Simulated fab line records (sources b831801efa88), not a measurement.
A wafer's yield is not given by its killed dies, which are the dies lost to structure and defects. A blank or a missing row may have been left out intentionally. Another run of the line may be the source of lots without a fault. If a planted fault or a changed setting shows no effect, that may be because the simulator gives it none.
Chamber matching | flow gf180mcu | 4 sister chambers for GF_STI_CMP_25 on cmp-01
The step polishes, stops on Si3N4, t overpolish 33 s, target thk 524.6 nm. 8 wafers are shown with their chamber, then 7 later ones without.

## EACH WAFER AND ITS CHAMBER
wafer  | chamber | motorCurrentA (A) | slurryFlowMlMin
L146.6 | 1       | 12.8              | 150.3
L147.5 | 2       | 12.1              | 149.7
L148.4 | 2       | 12.7              | 149.6
L149.1 | 3       | 12.5              | 150.3
L149.2 | 1       | 11.9              | 149.3
L149.3 | 0       | 11.8              | 149.9
L155.1 | 0       | 12.3              | 149.9
L155.2 | 3       | 12.7              | 150.1

## WAFERS MISSING THEIR CHAMBER
wafer  | motorCurrentA (A) | slurryFlowMlMin
L155.3 | 11.8              | 151.1
L157.1 | 12.6              | 149.4
L157.2 | 12.9              | 149.7
L157.5 | 12.2              | 150.4
L158.3 | 11.7              | 149.7
L158.5 | 12.8              | 150.5
L158.6 | 11.7              | 149.6

## WHICH CHAMBER EACH WENT THROUGH
wafer  | from the rows above               | in truth
L155.3 | can't be placed: 3 or 0 or 1 or 2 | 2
L157.1 | can't be placed: 2 or 1 or 0 or 3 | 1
L157.2 | can't be placed: 2 or 1 or 3 or 0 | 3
L157.5 | can't be placed: 3 or 0 or 1 or 2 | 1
L158.3 | can't be placed: 0 or 1 or 2 or 3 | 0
L158.5 | can't be placed: 3 or 1 or 0 or 2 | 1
L158.6 | can't be placed: 0 or 1 or 2 or 3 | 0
Correct placement for 0 of the 7. These rows do not allow placing 7 (true chamber among the candidates in 7). Wrongly placed: 0.
How it was worked out, from the rows above alone: a wafer's distance from a chamber is the root of the sum, over the readings, of the square of ((its reading less the chamber's mean) divided by the reading's scatter). The wafer belongs to the nearest chamber; if the next one is less than 2 further off, it can't be placed. For every chamber, the mean is computed from those of its wafers that are shown. The scatter is the square root of a quotient: the sum, over the shown wafers, of each reading's squared deviation from its chamber's mean, divided by wafers minus chambers.
